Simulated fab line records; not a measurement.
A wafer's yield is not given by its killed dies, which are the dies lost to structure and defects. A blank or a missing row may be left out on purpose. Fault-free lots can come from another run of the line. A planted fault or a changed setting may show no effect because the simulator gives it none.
fab line records	flow sky130
record: lots: 24	wafers: 72	lastDay: 50
route steps=708 shown DNWELL@44 NWELL@81 VT_ADJUST_LVTN@107 VT_ADJUST_HVTR@139 SONOS_ONO@185 POLY_CUT@318
lots that met no fault: taken from a fault-free run of the same line
startH: hours from the record's opening day to when the first of the lot's shown wafers began	waitH: hours since the lot's step before	" unchanged from the row above	L1.1+2: a single row standing in for several wafers	- no value, or no start given	* or withheld: withheld	< > ~ a bound
route shown NAME@n: names a module that has steps shown in the file, with the first one's number in the route	usual: the fault-free wafers' mean and standard deviation	same: alike in all rows	chamber/n: place in a boat	sites: each site's reading	_std_site: the values' standard deviation	_edge_site: mean of outer sites minus mean of inner sites	radiusMm: how far each site lies from the wafer's centre	mask NAME#n: copy n	behind: the last tool/chamber to shape the wafer	hold: reason for holding the lot/hours on hold/outcome of the hold	device: names the non-switching transistor (n, p or np)	end of line: tests run on the same wafers once the route is complete	a step given without rows: its recipe and nothing more	killed: dies lost to structure and defects at the first sort, not the wafer's yield	map: a wafer's dies, marking killed ones x, the rest . and places with no die _
set.NAME: the run value of the setting; set.NAME@STEP: its run value at that earlier step	model.NAME: the simulator's own value behind a step, which no gauge read
route steps across a sampled set of lots; one table per step, one row per wafer
services: when a tool's chamber went out of use (startH, in hours from the record's first day, below 0 if earlier), for how many hours, and the reason
== steps ==
step: SKY_DNWELL_TW_MEAS_09
usual: DNWELL_TW: 1107/8.4
lot.wafer	tool	chamber	startH	waitH	DNWELL_TW
L074.2	filmMetro-02	-	49.79	0.1	1106
L074.3	"	-	"	"	1107
L074.4	"	-	"	"	1109
L075.3	filmMetro-01	-	57.13	0.1	1112
L075.5	"	-	"	"	1118
L075.6	"	-	"	"	1119
L076.3	filmMetro-04	-	61.23	0.1	1118
L076.4	"	-	"	"	1101
L076.6	"	-	"	"	1117
L077.2	filmMetro-02	-	71.17	0.1	1110
L077.3	"	-	"	"	1103
L077.6	"	-	"	"	1110
L078.1	filmMetro-02	-	77.46	0.1	1099
L078.4	"	-	"	"	1098
L078.6	"	-	"	"	1096
L079.1	filmMetro-04	-	82.13	0.1	1115
L079.2	"	-	"	"	1112
L079.4	"	-	"	"	1115
L080.2	filmMetro-02	-	86.47	0.1	1097
L080.3	"	-	"	"	1103
L080.4	"	-	"	"	1093
L081.3	filmMetro-02	-	92.50	0.1	1092
L081.4	"	-	"	"	1087
L081.6	"	-	"	"	1087
L082.2	filmMetro-04	-	97.79	0.1	1115
L082.4	"	-	"	"	1107
L082.5	"	-	"	"	1116
L083.4	filmMetro-04	-	102.21	0.1	1114
L083.5	"	-	"	"	1111
L083.6	"	-	"	"	1108
L084.4	filmMetro-01	-	108.29	0.1	1105
L084.5	"	-	"	"	1110
L084.6	"	-	"	"	1109
L085.1	filmMetro-04	-	113.16	0.1	1113
L085.2	"	-	"	"	1117
L085.6	"	-	"	"	1122
L086.3	filmMetro-01	-	116.90	0.1	1112
L086.4	"	-	"	"	1110
L086.5	"	-	"	"	1110
L087.1	filmMetro-04	-	124.13	0.1	1107
L087.3	"	-	"	"	1107
L087.5	"	-	"	"	1110
L088.2	filmMetro-01	-	129.19	0.1	1105
L088.3	"	-	"	"	1106
L088.5	"	-	"	"	1098
L089.2	filmMetro-01	-	134.04	0.1	1111
L089.4	"	-	"	"	1113
L089.6	"	-	"	"	1106
L090.1	filmMetro-01	-	138.93	0.1	1105
L090.4	"	-	"	"	1102
L090.5	"	-	"	"	1099
L091.2	filmMetro-02	-	145.82	0.1	1098
L091.5	"	-	"	"	1103
L091.6	"	-	"	"	1097
L092.1	filmMetro-04	-	154.26	0.1	1117
L092.4	"	-	"	"	1115
L092.6	"	-	"	"	1114
L093.2	filmMetro-01	-	158.07	0.1	1120
L093.4	"	-	"	"	1116
L093.6	"	-	"	"	1116
L094.3	filmMetro-02	-	162.80	0.1	1087
L094.4	"	-	"	"	1088
L094.5	"	-	"	"	1094
L095.1	filmMetro-04	-	165.61	0.1	1110
L095.2	"	-	"	"	1114
L095.3	"	-	"	"	1100
L096.1	filmMetro-01	-	172.91	0.1	1116
L096.2	"	-	"	"	1115
L096.5	"	-	"	"	1121
L097.1	filmMetro-04	-	179.33	0.1	1107
L097.3	"	-	"	"	1106
L097.4	"	-	"	"	1111
step: SKY_NWELL_RTA_28
recipe: tempC: 1050	timeS: 30	idleTempC: 650	rampUpCPerS: 150	rampDownCPerS: 90	ambient: N2
usual: lampPowerPct: 25.30/0.052	wafer_temp_C_max: 1054.7/0.9
lot.wafer	tool	chamber	startH	waitH	lampPowerPct	wafer_temp_C_max
L074.2	rtpAnneal-02	0	101.34	0.0	25.30	1056.9
L074.3	"	0	"	"	25.23	1053.7
L074.4	"	0	"	"	25.39	1055.2
L075.3	rtpAnneal-01	0	109.49	0.0	25.30	1054.1
L075.5	"	0	"	"	25.23	1053.3
L075.6	"	0	"	"	25.39	1054.8
L076.3	rtpAnneal-01	0	114.34	0.0	25.34	1054.4
L076.4	"	0	"	"	25.30	1056.1
L076.6	"	0	"	"	25.32	1057.2
L077.2	rtpAnneal-01	0	124.63	0.0	25.38	1054.6
L077.3	"	0	"	"	25.31	1055.0
L077.6	"	0	"	"	25.30	1053.9
L078.1	rtpAnneal-02	0	131.91	0.0	25.22	1054.7
L078.4	"	0	"	"	25.28	1055.8
L078.6	"	0	"	"	25.29	1053.8
L079.1	rtpAnneal-02	0	137.97	0.0	25.31	1053.7
L079.2	"	0	"	"	25.32	1054.5
L079.4	"	0	"	"	25.29	1054.4
L080.2	rtpAnneal-01	0	142.82	0.0	25.35	1054.9
L080.3	"	0	"	"	25.35	1055.0
L080.4	"	0	"	"	25.21	1055.2
L081.3	rtpAnneal-02	0	148.81	0.0	25.25	1055.5
L081.4	"	0	"	"	25.25	1055.1
L081.6	"	0	"	"	25.38	1055.0
L082.2	rtpAnneal-02	0	156.30	0.0	25.23	1054.0
L082.4	"	0	"	"	25.26	1055.1
L082.5	"	0	"	"	25.39	1054.7
L083.4	rtpAnneal-01	0	160.03	0.1	25.32	1053.8
L083.5	"	0	"	"	25.33	1054.5
L083.6	"	0	"	"	25.28	1054.6
L084.4	rtpAnneal-02	0	167.16	0.1	25.27	1057.0
L084.5	"	0	"	"	25.24	1054.7
L084.6	"	0	"	"	25.34	1054.2
L085.1	rtpAnneal-01	0	171.21	0.0	25.29	1054.4
L085.2	"	0	"	"	25.32	1053.9
L085.6	"	0	"	"	25.30	1053.5
L086.3	rtpAnneal-02	0	177.99	0.0	25.30	1054.3
L086.4	"	0	"	"	25.33	1054.8
L086.5	"	0	"	"	25.30	1054.1
L087.1	rtpAnneal-01	0	184.81	0.0	25.33	1055.1
L087.3	"	0	"	"	25.30	1054.0
L087.5	"	0	"	"	25.26	1054.3
L088.2	rtpAnneal-02	0	190.69	0.0	25.19	1053.7
L088.3	"	0	"	"	25.27	1055.9
L088.5	"	0	"	"	25.34	1054.1
L089.2	rtpAnneal-02	0	194.48	0.0	25.35	1054.0
L089.4	"	0	"	"	25.26	1053.7
L089.6	"	0	"	"	25.21	1055.3
L090.1	rtpAnneal-02	0	201.86	0.0	25.31	1054.9
L090.4	"	0	"	"	25.31	1053.6
L090.5	"	0	"	"	25.39	1054.8
L091.2	rtpAnneal-01	0	209.95	0.0	25.33	1054.6
L091.5	"	0	"	"	25.29	1054.3
L091.6	"	0	"	"	25.27	1054.0
L092.1	rtpAnneal-01	0	217.46	0.0	25.31	1054.9
L092.4	"	0	"	"	25.30	1054.1
L092.6	"	0	"	"	25.28	1054.6
L093.2	rtpAnneal-02	0	223.33	0.0	25.37	1054.8
L093.4	"	0	"	"	25.31	1053.9
L093.6	"	0	"	"	25.40	1055.5
L094.3	rtpAnneal-01	0	226.84	0.0	25.30	1055.4
L094.4	"	0	"	"	25.26	1056.1
L094.5	"	0	"	"	25.23	1054.4
L095.1	rtpAnneal-01	0	231.37	0.0	25.35	1055.4
L095.2	"	0	"	"	25.20	1054.7
L095.3	"	0	"	"	25.41	1056.3
L096.1	rtpAnneal-01	0	239.17	0.0	25.33	1055.0
L096.2	"	0	"	"	25.39	1053.6
L096.5	"	0	"	"	25.24	1054.4
L097.1	rtpAnneal-01	0	246.42	0.0	25.33	1054.1
L097.3	"	0	"	"	25.40	1055.8
L097.4	"	0	"	"	25.34	1054.3
step: SKY_VT_ADJUST_LVTN_TW_MEAS_10
usual: VT_ADJUST_LVTN_TW: 240.8/2.2
lot.wafer	tool	chamber	startH	waitH	VT_ADJUST_LVTN_TW
L074.2	filmMetro-01	-	139.32	0.1	240.1
L074.3	"	-	"	"	240.5
L074.4	"	-	"	"	239.9
L075.3	filmMetro-01	-	147.02	0.1	240.9
L075.5	"	-	"	"	241.0
L075.6	"	-	"	"	240.0
L076.3	filmMetro-03	-	152.38	0.1	241.4
L076.4	"	-	"	"	241.1
L076.6	"	-	"	"	241.8
L077.2	filmMetro-03	-	164.26	0.1	241.3
L077.3	"	-	"	"	242.7
L077.6	"	-	"	"	242.2
L078.1	filmMetro-01	-	171.80	0.1	241.7
L078.4	"	-	"	"	240.7
L078.6	"	-	"	"	241.8
L079.1	filmMetro-01	-	179.70	0.1	241.4
L079.2	"	-	"	"	242.2
L079.4	"	-	"	"	240.4
L080.2	filmMetro-03	-	184.70	0.1	242.6
L080.3	"	-	"	"	243.0
L080.4	"	-	"	"	243.7
L081.3	filmMetro-02	-	191.08	0.1	238.7
L081.4	"	-	"	"	239.3
L081.6	"	-	"	"	239.0
L082.2	filmMetro-02	-	199.05	0.1	238.4
L082.4	"	-	"	"	239.9
L082.5	"	-	"	"	239.4
L083.4	filmMetro-02	-	203.04	0.1	241.3
L083.5	"	-	"	"	240.6
L083.6	"	-	"	"	240.7
L084.4	filmMetro-03	-	211.13	0.1	243.1
L084.5	"	-	"	"	242.0
L084.6	"	-	"	"	240.9
L085.1	filmMetro-01	-	213.81	0.1	242.6
L085.2	"	-	"	"	242.3
L085.6	"	-	"	"	241.1
L086.3	filmMetro-03	-	221.86	0.1	243.3
L086.4	"	-	"	"	245.2
L086.5	"	-	"	"	244.3
L087.1	filmMetro-03	-	228.94	0.1	243.9
L087.3	"	-	"	"	243.0
L087.5	"	-	"	"	243.2
L088.2	filmMetro-01	-	234.75	0.1	238.4
L088.3	"	-	"	"	237.5
L088.5	"	-	"	"	239.4
L089.2	filmMetro-01	-	237.90	0.1	236.6
L089.4	"	-	"	"	238.4
L089.6	"	-	"	"	239.1
L090.1	filmMetro-03	-	247.26	0.1	243.0
L090.4	"	-	"	"	241.8
L090.5	"	-	"	"	243.9
L091.2	filmMetro-01	-	255.62	0.1	238.7
L091.5	"	-	"	"	238.8
L091.6	"	-	"	"	238.2
L092.1	filmMetro-03	-	264.09	0.1	244.2
L092.4	"	-	"	"	243.0
L092.6	"	-	"	"	242.7
L093.2	filmMetro-02	-	271.15	0.1	237.9
L093.4	"	-	"	"	238.0
L093.6	"	-	"	"	238.6
L094.3	filmMetro-01	-	274.06	0.1	237.2
L094.4	"	-	"	"	237.5
L094.5	"	-	"	"	237.6
L095.1	filmMetro-02	-	278.99	0.1	238.2
L095.2	"	-	"	"	239.0
L095.3	"	-	"	"	238.6
L096.1	filmMetro-02	-	287.11	0.1	238.9
L096.2	"	-	"	"	238.4
L096.5	"	-	"	"	239.7
L097.1	filmMetro-03	-	294.84	0.1	245.3
L097.3	"	-	"	"	243.9
L097.4	"	-	"	"	245.0
step: SKY_VT_ADJUST_HVTR_OVL_MEAS_08
usual: VT_ADJUST_HVTR_OVL: 0.3/1.6
lot.wafer	tool	chamber	startH	waitH	VT_ADJUST_HVTR_OVL[nm]
L074.2	overlay-01	-	200.94	0.1	2.3
L074.3	"	-	"	"	0.8
L074.4	"	-	"	"	-0.3
L075.3	overlay-01	-	209.94	0.1	-0.1
L075.5	"	-	"	"	-1.5
L075.6	"	-	"	"	-0.9
L076.3	overlay-01	-	214.45	0.1	2.4
L076.4	"	-	"	"	1.9
L076.6	"	-	"	"	1.2
L077.2	overlay-01	-	228.63	0.1	1.8
L077.3	"	-	"	"	3.7
L077.6	"	-	"	"	2.4
L078.1	overlay-02	-	235.30	0.1	-1.6
L078.4	"	-	"	"	0.3
L078.6	"	-	"	"	0.0
L079.1	overlay-02	-	246.44	0.1	-0.7
L079.2	"	-	"	"	-1.7
L079.4	"	-	"	"	0.2
L080.2	overlay-01	-	250.34	0.1	0.1
L080.3	"	-	"	"	0.5
L080.4	"	-	"	"	1.0
L081.3	overlay-01	-	259.54	0.1	1.1
L081.4	"	-	"	"	2.3
L081.6	"	-	"	"	0.7
L082.2	overlay-02	-	265.93	0.1	-0.7
L082.4	"	-	"	"	-0.4
L082.5	"	-	"	"	0.4
L083.4	overlay-02	-	271.65	0.1	-2.2
L083.5	"	-	"	"	-0.1
L083.6	"	-	"	"	-1.4
L084.4	overlay-01	-	281.65	0.1	1.4
L084.5	"	-	"	"	0.4
L084.6	"	-	"	"	0.9
L085.1	overlay-02	-	284.10	0.1	-0.6
L085.2	"	-	"	"	1.9
L085.6	"	-	"	"	-2.5
L086.3	overlay-02	-	291.24	0.1	4.6
L086.4	"	-	"	"	5.2
L086.5	"	-	"	"	3.4
L087.1	overlay-02	-	299.34	0.1	-1.8
L087.3	"	-	"	"	-1.1
L087.5	"	-	"	"	1.7
L088.2	overlay-02	-	305.54	0.1	2.9
L088.3	"	-	"	"	-0.8
L088.5	"	-	"	"	1.1
L089.2	overlay-01	-	306.98	0.1	1.0
L089.4	"	-	"	"	-0.7
L089.6	"	-	"	"	0.2
L090.1	overlay-01	-	321.29	0.1	0.6
L090.4	"	-	"	"	1.6
L090.5	"	-	"	"	2.8
L091.2	overlay-01	-	329.06	0.1	-0.7
L091.5	"	-	"	"	-0.8
L091.6	"	-	"	"	-1.0
L092.1	overlay-02	-	337.39	0.1	0.9
L092.4	"	-	"	"	0.3
L092.6	"	-	"	"	1.6
L093.2	overlay-01	-	346.70	0.1	2.3
L093.4	"	-	"	"	-0.7
L093.6	"	-	"	"	1.0
L094.3	overlay-01	-	347.71	0.1	0.3
L094.4	"	-	"	"	2.6
L094.5	"	-	"	"	0.5
L095.1	overlay-02	-	353.20	0.1	1.1
L095.2	"	-	"	"	1.4
L095.3	"	-	"	"	2.0
L096.1	overlay-02	-	363.33	0.1	-0.8
L096.2	"	-	"	"	0.1
L096.5	"	-	"	"	-2.5
L097.1	overlay-01	-	372.49	0.1	-1.6
L097.3	"	-	"	"	-1.7
L097.4	"	-	"	"	-2.9
step: SKY_SONOS_ONO_STRIP_17
recipe: chemistry: O2/N2	powerW: 1400	pressureMtorr: 1500	platenTempC: withheld	o2FlowSccm: 3000	n2FlowSccm: 300	overashFraction: 0.5
usual: drypumpMotorCurrentA: 5.6/0.5	oesProductAu: 0.711/0.0047	stripTimeToEndpointS: 14.09/0.032
lot.wafer	tool	chamber	startH	waitH	drypumpMotorCurrentA	oesProductAu	rfHoursCounterH	stripTimeToEndpointS
L074.2	plasmaAsher-02	0	274.32	0.0	5.0	0.713	15	14.09
L074.3	"	0	"	"	5.0	0.707	-	14.02
L074.4	"	1	"	"	5.5	0.708	-	14.06
L075.3	plasmaAsher-02	1	288.02	0.0	5.5	0.715	-	14.08
L075.5	"	1	"	"	5.5	0.703	-	14.05
L075.6	"	0	"	"	5.1	0.706	-	14.04
L076.3	plasmaAsher-02	0	292.46	0.0	5.0	0.710	-	14.05
L076.4	"	1	"	"	5.5	0.719	-	14.05
L076.6	"	0	"	"	5.0	0.712	-	13.99
L077.2	plasmaAsher-04	0	328.08	0.0	6.2	0.714	67	14.10
L077.3	"	0	"	"	6.1	0.713	-	14.08
L077.6	"	1	"	"	5.2	0.715	-	14.06
L078.1	plasmaAsher-04	0	328.68	0.0	6.2	0.710	67	14.09
L078.4	"	1	"	"	5.2	0.711	-	14.12
L078.6	"	1	"	"	5.2	0.709	-	14.09
L079.1	plasmaAsher-03	0	329.13	0.0	5.8	0.705	64	14.15
L079.2	"	1	"	"	6.5	0.711	64	14.08
L079.4	"	0	"	"	5.8	0.708	-	14.12
L080.2	plasmaAsher-03	1	333.48	0.0	6.5	0.712	65	14.13
L080.3	"	0	"	"	5.8	0.717	-	14.15
L080.4	"	1	"	"	6.5	0.714	-	14.16
L081.3	plasmaAsher-04	0	340.70	0.0	6.2	0.707	-	14.07
L081.4	"	1	"	"	5.2	0.714	-	14.04
L081.6	"	0	"	"	6.1	0.716	-	14.07
L082.2	plasmaAsher-02	0	344.37	0.0	5.0	0.715	21	14.10
L082.4	"	0	"	"	5.0	0.720	-	14.06
L082.5	"	0	"	"	5.0	0.714	-	14.07
L083.4	plasmaAsher-04	0	352.37	0.0	6.1	0.718	-	14.07
L083.5	"	1	"	"	5.2	0.709	-	14.16
L083.6	"	0	"	"	6.2	0.716	-	14.09
L084.4	plasmaAsher-02	1	369.75	0.0	5.5	0.713	-	14.03
L084.5	"	1	"	"	5.5	0.720	-	14.04
L084.6	"	0	"	"	5.0	0.703	-	14.06
L085.1	plasmaAsher-04	0	369.79	0.0	6.2	0.711	72	14.06
L085.2	"	1	"	"	5.2	0.715	72	14.10
L085.6	"	0	"	"	6.1	0.710	-	14.07
L086.3	plasmaAsher-02	0	377.90	0.0	5.0	0.710	-	14.10
L086.4	"	1	"	"	5.5	0.706	-	14.07
L086.5	"	1	"	"	5.5	0.712	-	14.06
L087.1	plasmaAsher-04	1	389.52	0.0	5.2	0.709	74	14.09
L087.3	"	0	"	"	6.2	0.708	-	14.09
L087.5	"	0	"	"	6.2	0.702	-	14.10
L089.2	plasmaAsher-03	1	398.67	0.0	6.5	0.715	69	14.09
L089.4	"	0	"	"	5.8	0.715	-	14.08
L089.6	"	1	"	"	6.4	0.710	-	14.12
L088.2	plasmaAsher-02	0	398.88	0.0	5.0	0.698	27	14.06
L088.3	"	1	"	"	5.5	0.711	-	14.03
L088.5	"	1	"	"	5.5	0.717	-	14.06
L090.1	plasmaAsher-03	1	408.83	0.0	6.5	0.716	71	14.11
L090.4	"	1	"	"	6.5	0.713	-	14.08
L090.5	"	1	"	"	6.4	0.717	-	14.09
L091.2	plasmaAsher-02	0	416.99	0.0	5.0	0.710	29	14.11
L091.5	"	0	"	"	5.0	0.709	-	14.05
L091.6	"	1	"	"	5.5	0.701	-	14.13
L092.1	plasmaAsher-02	0	427.08	0.0	5.0	0.707	31	14.14
L092.4	"	1	"	"	5.5	0.711	-	14.14
L092.6	"	0	"	"	5.0	0.704	-	14.14
L093.2	plasmaAsher-03	0	438.23	0.0	5.8	0.712	75	14.07
L093.4	"	1	"	"	6.5	0.709	-	14.09
L093.6	"	0	"	"	5.8	0.710	-	14.08
L094.3	plasmaAsher-02	0	438.35	0.0	5.0	0.710	-	14.11
L094.4	"	1	"	"	5.5	0.711	-	14.10
L094.5	"	1	"	"	5.5	0.710	-	14.09
L095.1	plasmaAsher-03	1	444.46	0.0	6.5	0.704	77	14.08
L095.2	"	0	"	"	5.8	0.711	77	14.13
L095.3	"	1	"	"	6.5	0.720	-	14.08
L096.1	plasmaAsher-02	1	465.67	0.0	5.5	0.703	36	14.14
L096.2	"	0	"	"	5.0	0.714	36	14.10
L096.5	"	1	"	"	5.5	0.711	-	14.10
L097.1	plasmaAsher-04	0	468.83	0.0	6.2	0.714	2	14.10
L097.3	"	1	"	"	5.2	0.715	-	14.12
L097.4	"	0	"	"	6.2	0.709	-	14.16
step: SKY_POLY_CUT_ETCH_11
recipe: target: Si3N4	chemistry: CF4/CH2F2/Ar	stopOn: poly-Si	sourceW: 600	biasW: 155.8	pressureMtorr: 40	cf4FlowSccm: 40	ch2f2FlowSccm: 20	Ar_flow_sccm: 150	timeS: 42.5	targetDepthA: 600
usual: drypumpMotorCurrentA: 5.6/0.5	oesProductAu: 0.833/0.0064	throttleValvePct: 14.994/0.0092
lot.wafer	tool	chamber	startH	waitH	drypumpMotorCurrentA	oesProductAu	rfHoursCounterH	throttleValvePct
L074.2	rieDiel-04	0	552.36	0.0	5.7	0.830	9	14.983
L074.3	"	3	"	"	5.3	0.822	49	14.983
L074.4	"	1	"	"	5.3	0.826	62	14.993
L075.3	rieDiel-03	3	554.96	0.0	5.6	0.830	5	14.992
L075.5	"	1	"	"	5.7	0.853	-	14.995
L075.6	"	0	"	"	6.6	0.829	-	14.992
L076.3	rieDiel-04	3	562.22	0.0	5.3	0.830	49	15.007
L076.4	"	1	"	"	5.3	0.836	62	14.986
L076.6	"	3	"	"	5.3	0.821	-	14.988
L079.1	rieDiel-01	0	611.91	0.0	5.5	0.835	35	15.005
L079.2	"	2	"	"	5.0	0.840	12	14.986
L079.4	"	3	"	"	6.2	0.830	16	14.988
L077.2	rieDiel-03	3	614.40	0.0	5.7	0.837	6	15.004
L077.3	"	0	"	"	6.6	0.837	6	14.986
L077.6	"	1	"	"	5.7	0.846	-	14.995
L078.1	rieDiel-01	1	615.72	0.0	5.1	0.828	71	15.007
L078.4	"	0	"	"	5.6	0.830	35	14.977
L078.6	"	0	"	"	5.6	0.837	-	15.011
L081.3	rieDiel-01	1	618.01	0.0	5.1	0.834	71	14.993
L081.4	"	0	"	"	5.6	0.837	35	15.001
L081.6	"	3	"	"	6.2	0.841	-	14.989
L080.2	rieDiel-03	3	619.35	0.0	5.6	0.834	6	15.003
L080.3	"	0	"	"	6.6	0.833	6	14.990
L080.4	"	2	"	"	6.1	0.834	18	15.010
L082.2	rieDiel-03	3	628.10	0.0	5.6	0.841	6	14.980
L082.4	"	1	"	"	5.7	0.834	9	14.989
L082.5	"	1	"	"	5.7	0.842	-	14.996
L083.4	rieDiel-03	1	664.46	0.0	5.7	0.832	10	15.001
L083.5	"	1	"	"	5.7	0.834	-	15.010
L083.6	"	0	"	"	6.6	0.827	-	15.001
L084.4	rieDiel-04	2	665.16	0.0	4.8	0.828	49	15.005
L084.5	"	1	"	"	5.3	0.827	-	14.993
L084.6	"	2	"	"	4.8	0.829	-	14.975
L086.3	rieDiel-03	0	666.90	0.0	6.6	0.837	7	14.985
L086.4	"	2	"	"	6.1	0.833	19	15.004
L086.5	"	0	"	"	6.6	0.838	-	14.993
L085.1	rieDiel-03	3	668.95	0.0	5.7	0.831	7	14.994
L085.2	"	0	"	"	6.6	0.827	7	14.973
L085.6	"	1	"	"	5.7	0.830	-	15.001
L087.1	rieDiel-01	3	670.27	0.0	6.2	0.830	18	14.997
L087.3	"	1	"	"	5.0	0.833	0	15.002
L087.5	"	1	"	"	5.1	0.832	-	15.000
L089.2	rieDiel-01	1	675.67	0.0	5.1	0.836	1	14.993
L089.4	"	0	"	"	5.6	0.825	37	14.974
L089.6	"	1	"	"	5.0	0.847	-	14.993
L088.2	rieDiel-04	3	676.41	0.0	5.3	0.838	51	15.001
L088.3	"	1	"	"	5.3	0.833	0	15.000
L088.5	"	3	"	"	5.3	0.828	-	15.001
L090.1	rieDiel-03	2	689.26	0.0	6.1	0.837	20	14.989
L090.4	"	1	"	"	5.7	0.835	11	14.988
L090.5	"	2	"	"	6.0	0.826	-	15.001
L091.2	rieDiel-01	3	692.41	0.0	6.2	0.833	19	15.002
L091.5	"	3	"	"	6.2	0.838	-	15.003
L091.6	"	0	"	"	5.6	0.840	-	15.010
L092.1	rieDiel-04	2	703.10	0.0	4.8	0.835	50	15.003
L092.4	"	0	"	"	5.7	0.833	-	14.995
L092.6	"	1	"	"	5.3	0.834	-	15.005
L094.3	rieDiel-03	2	714.57	0.0	6.1	0.831	20	14.980
L094.4	"	1	"	"	5.7	0.830	11	14.996
L094.5	"	2	"	"	6.0	0.824	-	14.995
L093.2	rieDiel-03	1	718.61	0.0	5.7	0.843	11	15.007
L093.4	"	3	"	"	5.7	0.837	8	14.994
L093.6	"	2	"	"	6.1	0.850	-	14.998
L095.1	rieDiel-01	1	720.35	0.0	5.1	0.839	2	15.012
L095.2	"	2	"	"	5.0	0.833	15	14.994
L095.3	"	3	"	"	6.2	0.837	19	14.989
L096.1	rieDiel-04	1	736.25	0.0	5.3	0.828	2	15.001
L096.2	"	0	"	"	5.7	0.830	12	15.007
L096.5	"	3	"	"	5.3	0.831	-	14.989
L097.1	rieDiel-01	2	736.42	0.0	5.0	0.813	16	15.007
L097.3	"	0	"	"	5.6	0.837	39	15.004
L097.4	"	1	"	"	5.1	0.828	2	14.993
== services ==
tool	chamber	startH	hours	kind
plasmaAsher-02	-	108.75	9.0	pm
rieDiel-01	1	160.52	3.9	repair
rieDiel-03	3	171.86	4.5	repair
rieDiel-03	0	257.88	2.8	repair
rtpAnneal-02	-	258.92	5.3	pm
plasmaAsher-02	-	259.38	0.3	repair
plasmaAsher-02	-	268.93	1.0	repair
rieDiel-01	0	271.13	13.4	repair
plasmaAsher-02	-	295.31	2.1	repair
rieDiel-01	2	304.44	6.2	repair
rieDiel-03	-	328.43	4.0	pm
plasmaAsher-02	-	329.51	6.4	repair
rieDiel-03	0	423.26	9.1	repair
plasmaAsher-02	-	455.12	2.0	repair
rieDiel-03	-	468.58	14.6	pm
rieDiel-03	-	483.18	2.8	pm
rtpAnneal-01	-	498.41	1.3	pm
rieDiel-03	0	528.26	19.8	repair
plasmaAsher-02	-	595.22	2.8	pm
rieDiel-03	3	600.64	6.5	repair
rieDiel-03	0	630.80	16.6	repair
rieDiel-03	0	707.07	7.1	repair
rieDiel-03	1	723.45	1.3	repair
rieDiel-03	3	724.88	8.2	repair
== key ==
fault none
